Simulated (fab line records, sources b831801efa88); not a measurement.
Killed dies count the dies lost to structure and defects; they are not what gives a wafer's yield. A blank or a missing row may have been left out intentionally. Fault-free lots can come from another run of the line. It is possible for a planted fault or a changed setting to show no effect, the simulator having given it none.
Which tool is to blame? + flow gf180mcu + at 1 step of a route of 602, 6 lots with 18 wafers sampled

## WHAT THE GAUGES SHOWED, per wafer
GF_PSD_OVL_MEAS_08.
| lot  | measured     | on         | PSD_OVL (nm) |
|------|--------------|------------|--------------|
| L627 | day 14 12:46 | overlay-02 | 1.2 0.0 1.4  |
| L629 | day 15 12:22 | overlay-02 | 1.5 2.6 0.5  |
| L632 | day 16 15:37 | overlay-01 | 2.8 1.7 2.9  |
| L635 | day 17 13:19 | overlay-01 | 1.2 -0.3 2.4 |
| L646 | day 21 12:16 | overlay-02 | 2.4 2.6 5.6  |
| L648 | day 22 01:49 | overlay-02 | 2.5 1.4 1.7  |

## TOOL THAT RAN EACH LOT (tool first, then ch and the chambers of the sampled wafers, then the start)
There is no process step in the record ahead of these readings.

## THE ANSWER, worked out from the rows above alone
Rule: the usual values come from the lots themselves. Put in order of their means at a reading, lots are off if they are a third of the lots or fewer, leave a main group of 4 or more, and stand apart from it by a gap of 3 or more times the standard deviation of the main group's means; of several such gaps the widest counts. If all means in a main group match to the digits the tables above print for the reading, that group is not used. Also off: a lot with no number at a reading for which 4 or more lots have one. All remaining lots with rows at the step are treated as sound.
Across all readings shown, no lot is off: no conclusion can be drawn from this.

## WHAT THE SIMULATOR HAD INSERTED
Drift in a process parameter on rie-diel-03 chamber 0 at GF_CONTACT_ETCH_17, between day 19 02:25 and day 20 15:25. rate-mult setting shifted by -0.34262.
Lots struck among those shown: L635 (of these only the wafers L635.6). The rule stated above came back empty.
